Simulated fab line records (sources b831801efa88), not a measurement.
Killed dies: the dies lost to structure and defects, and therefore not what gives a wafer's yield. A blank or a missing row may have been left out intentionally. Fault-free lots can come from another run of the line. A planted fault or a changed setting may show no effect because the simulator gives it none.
fab line records || flow sky130
record: {"lots": 14, "wafers": 42, "last_day": 49}
route steps=708 shown RES_XHIGH@335 PAD_OPEN@708
lots untouched by any fault: they come from a run of this same line in which no faults occurred
start_h: hours from the record's opening day to when the first of the lot's shown wafers began || wait_h: hours elapsed since this lot's preceding step || " same as the row above || L1.1+2: several wafers, shown together as one row || - no value, or no start given || * or withheld: withheld || < > ~ a bound
route shown NAME@n: names a module that has steps shown in the file, with the first one's number in the route || usual: mean/standard deviation of fault-free wafers || same: alike in all rows || chamber/n: place in a boat || sites: the reading at each site || _std_site: the values' standard deviation || _edge_site: inner sites' mean taken away from outer sites' mean || radius_mm: how far each site lies from the wafer's centre || mask NAME#n: copy n || behind: the last tool/chamber to shape the wafer || hold: why the lot was held/for how many hours/how that ended || device: names the non-switching transistor (n, p or np) || end of line: the tests these same wafers got at the end of their route || a step without rows: its recipe alone || killed: at the first sort, the dies lost to defects and structure; wafer yield is something else || map: a wafer's dies, marking killed ones x, the rest . and places with no die _
set.NAME: the run value of the setting; set.NAME@STEP: its run value at that earlier step || model.NAME: the simulator's own value behind a step, which no gauge read
one table for each step of the route and one row for each wafer, over a sample of lots
== steps ==
step: SKY_RES_XHIGH_SOFTBAKE_03
recipe: {"temp_c": 90, "time_s": 60, "resist": "NOVOLAK"}
usual: {"run_length_s": "89.13/0.18"}
{"lot.wafer": "L176.1", "tool": "litho_track-04", "chamber": 0, "start_h": 600.91, "wait_h": 0.1, "run_length_s": 89.17}
{"lot.wafer": "L176.4", "tool": "litho_track-04", "chamber": 0, "start_h": 600.91, "wait_h": 0.1, "run_length_s": 89.47}
{"lot.wafer": "L176.6", "tool": "litho_track-04", "chamber": 0, "start_h": 600.91, "wait_h": 0.1, "run_length_s": 89.30}
{"lot.wafer": "L177.4", "tool": "litho_track-03", "chamber": 0, "start_h": 605.67, "wait_h": 0.1, "run_length_s": 89.15}
{"lot.wafer": "L177.5", "tool": "litho_track-03", "chamber": 0, "start_h": 605.67, "wait_h": 0.1, "run_length_s": 88.91}
{"lot.wafer": "L177.6", "tool": "litho_track-03", "chamber": 0, "start_h": 605.67, "wait_h": 0.1, "run_length_s": 89.01}
{"lot.wafer": "L178.1", "tool": "litho_track-04", "chamber": 0, "start_h": 614.46, "wait_h": 0.1, "run_length_s": 89.41}
{"lot.wafer": "L178.3", "tool": "litho_track-04", "chamber": 0, "start_h": 614.46, "wait_h": 0.1, "run_length_s": 89.38}
{"lot.wafer": "L178.6", "tool": "litho_track-04", "chamber": 0, "start_h": 614.46, "wait_h": 0.1, "run_length_s": 89.19}
{"lot.wafer": "L179.1", "tool": "litho_track-04", "chamber": 0, "start_h": 618.46, "wait_h": 0.1, "run_length_s": 89.41}
{"lot.wafer": "L179.3", "tool": "litho_track-04", "chamber": 0, "start_h": 618.46, "wait_h": 0.1, "run_length_s": 89.29}
{"lot.wafer": "L179.5", "tool": "litho_track-04", "chamber": 0, "start_h": 618.46, "wait_h": 0.1, "run_length_s": 89.26}
{"lot.wafer": "L180.2", "tool": "litho_track-03", "chamber": 0, "start_h": 634.92, "wait_h": 0.1, "run_length_s": 89.11}
{"lot.wafer": "L180.3", "tool": "litho_track-03", "chamber": 0, "start_h": 634.92, "wait_h": 0.1, "run_length_s": 89.23}
{"lot.wafer": "L180.4", "tool": "litho_track-03", "chamber": 0, "start_h": 634.92, "wait_h": 0.1, "run_length_s": 88.98}
{"lot.wafer": "L181.2", "tool": "litho_track-02", "chamber": 0, "start_h": 645.73, "wait_h": 0.1, "run_length_s": 88.92}
{"lot.wafer": "L181.3", "tool": "litho_track-02", "chamber": 0, "start_h": 645.73, "wait_h": 0.1, "run_length_s": 88.88}
{"lot.wafer": "L181.6", "tool": "litho_track-02", "chamber": 0, "start_h": 645.73, "wait_h": 0.1, "run_length_s": 88.94}
{"lot.wafer": "L183.3", "tool": "litho_track-04", "chamber": 0, "start_h": 663.76, "wait_h": 0.1, "run_length_s": 89.36}
{"lot.wafer": "L183.4", "tool": "litho_track-04", "chamber": 0, "start_h": 663.76, "wait_h": 0.1, "run_length_s": 89.17}
{"lot.wafer": "L183.5", "tool": "litho_track-04", "chamber": 0, "start_h": 663.76, "wait_h": 0.1, "run_length_s": 89.16}
{"lot.wafer": "L184.1", "tool": "litho_track-02", "chamber": 0, "start_h": 667.31, "wait_h": 0.1, "run_length_s": 89.13}
{"lot.wafer": "L184.3", "tool": "litho_track-02", "chamber": 0, "start_h": 667.31, "wait_h": 0.1, "run_length_s": 88.98}
{"lot.wafer": "L184.4", "tool": "litho_track-02", "chamber": 0, "start_h": 667.31, "wait_h": 0.1, "run_length_s": 88.94}
{"lot.wafer": "L189.1", "tool": "litho_track-04", "chamber": 0, "start_h": 724.11, "wait_h": 0.1, "run_length_s": 89.22}
{"lot.wafer": "L189.3", "tool": "litho_track-04", "chamber": 0, "start_h": 724.11, "wait_h": 0.1, "run_length_s": 89.20}
{"lot.wafer": "L189.5", "tool": "litho_track-04", "chamber": 0, "start_h": 724.11, "wait_h": 0.1, "run_length_s": 89.19}
{"lot.wafer": "L191.1", "tool": "litho_track-04", "chamber": 0, "start_h": 730.21, "wait_h": 0.1, "run_length_s": 98.85}
{"lot.wafer": "L191.3", "tool": "litho_track-04", "chamber": 0, "start_h": 730.21, "wait_h": 0.1, "run_length_s": 89.20}
{"lot.wafer": "L191.5", "tool": "litho_track-04", "chamber": 0, "start_h": 730.21, "wait_h": 0.1, "run_length_s": 89.61}
{"lot.wafer": "L192.4", "tool": "litho_track-04", "chamber": 0, "start_h": 734.68, "wait_h": 0.1, "run_length_s": 98.85}
{"lot.wafer": "L192.5", "tool": "litho_track-04", "chamber": 0, "start_h": 734.68, "wait_h": 0.1, "run_length_s": 89.16}
{"lot.wafer": "L192.6", "tool": "litho_track-04", "chamber": 0, "start_h": 734.68, "wait_h": 0.1, "run_length_s": 89.22}
{"lot.wafer": "L194.3", "tool": "litho_track-03", "chamber": 0, "start_h": 753.70, "wait_h": 0.1, "run_length_s": 88.92}
{"lot.wafer": "L194.4", "tool": "litho_track-03", "chamber": 0, "start_h": 753.70, "wait_h": 0.1, "run_length_s": 88.88}
{"lot.wafer": "L194.6", "tool": "litho_track-03", "chamber": 0, "start_h": 753.70, "wait_h": 0.1, "run_length_s": 88.87}
{"lot.wafer": "L195.2", "tool": "litho_track-03", "chamber": 0, "start_h": 764.17, "wait_h": 0.1, "run_length_s": 88.98}
{"lot.wafer": "L195.3", "tool": "litho_track-03", "chamber": 0, "start_h": 764.17, "wait_h": 0.1, "run_length_s": 89.11}
{"lot.wafer": "L195.5", "tool": "litho_track-03", "chamber": 0, "start_h": 764.17, "wait_h": 0.1, "run_length_s": 88.91}
{"lot.wafer": "L197.1", "tool": "litho_track-02", "chamber": 0, "start_h": 765.16, "wait_h": 0.1, "run_length_s": 89.06}
{"lot.wafer": "L197.2", "tool": "litho_track-02", "chamber": 0, "start_h": 765.16, "wait_h": 0.1, "run_length_s": 88.87}
{"lot.wafer": "L197.6", "tool": "litho_track-02", "chamber": 0, "start_h": 765.16, "wait_h": 0.1, "run_length_s": 88.92}
step: SKY_PAD_OPEN_PROBE_99
usual: {"killed_at_M0_to_M3": "44/6.8", "killed_at_M4_up": "3.2/1.7", "killed_at_contacts": "24/4.9", "killed_at_front_end": "14/4.1", "killed_at_other": "0.2/0.51", "killed_dies": "85/8.7", "killed_open": "46/6.8", "killed_short": "39/6.1"}
same: {"gross_dies": 492, "killed_at_back_side": 0}
{"lot.wafer": "L191.1", "tool": "prober-01", "chamber": "-", "start_h": 1169.72, "wait_h": 0.1, "killed_at_M0_to_M3": 43, "killed_at_M4_up": 4, "killed_at_contacts": 25, "killed_at_front_end": 22, "killed_at_other": 0, "killed_dies": 94, "killed_open": 52, "killed_short": 42}
{"lot.wafer": "L191.3", "tool": "prober-01", "chamber": "-", "start_h": 1169.82, "wait_h": 0.2, "killed_at_M0_to_M3": 50, "killed_at_M4_up": 1, "killed_at_contacts": 25, "killed_at_front_end": 17, "killed_at_other": 0, "killed_dies": 93, "killed_open": 56, "killed_short": 37}
{"lot.wafer": "L191.5", "tool": "prober-01", "chamber": "-", "start_h": 1169.92, "wait_h": 0.2, "killed_at_M0_to_M3": 39, "killed_at_M4_up": 4, "killed_at_contacts": 28, "killed_at_front_end": 14, "killed_at_other": 0, "killed_dies": 85, "killed_open": 38, "killed_short": 47}
killed by level:class
L191.1 VIA1:geometric_particle:open=12 CONTACT:geometric_particle:open=10 METAL2:geometric_particle:short=7 POLY_GATE:geometric_particle:short=6 LOCAL_INTERCONNECT:geometric_particle:short=6 VIA2:geometric_particle:open=6 FIELD_ISO:geometric_particle:open=5 POLY_GATE:geometric_particle:open=5
L191.3 CONTACT:geometric_particle:open=10 VIA1:geometric_particle:open=10 VIA2:geometric_particle:open=9 LI_CONTACT:geometric_particle:open=8 VIA3:geometric_particle:open=6 VIA3:geometric_particle:short=6 FIELD_ISO:geometric_particle:open=5 VIA1:geometric_particle:short=5
L191.5 CONTACT:geometric_particle:short=9 VIA3:geometric_particle:open=8 VIA1:geometric_particle:open=8 CONTACT:geometric_particle:open=7 VIA2:geometric_particle:open=6 POLY_GATE:geometric_particle:short=5 LOCAL_INTERCONNECT:geometric_particle:short=5 METAL1:geometric_particle:short=5
== key ==
first_sign: {"step": "SKY_RES_XHIGH_SOFTBAKE_03", "reading": "run_length_s", "direction": "up", "sigmas": 55, "usual": "*", "struck": "*"}
effect none on later readings
met_at SKY_RES_XHIGH_SOFTBAKE_03
struck_lots L191,L192
struck_wafers L191.1,L192.4
tester_left_out L191,L192
onset_between 724.11 730.21
fault: {"kind": "process_parameter_drift", "tool": "litho_track-04", "chamber": "-", "onset_h": 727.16, "steps": "SKY_RES_XHIGH_SOFTBAKE_03", "channel": "time_s", "offset": "*", "shape": "step", "end_h": 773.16, "scope": "struck_wafers_only", "acts_in": "*", "stated": "*"}
tester_left_out: of these lots the tester's yield and bins aren't shown, on N5 and GAA mostly nor the transistor test; their killed dies are dies lost to structure and defects alone, not to doping, threshold or leakage, so they don't give the yield
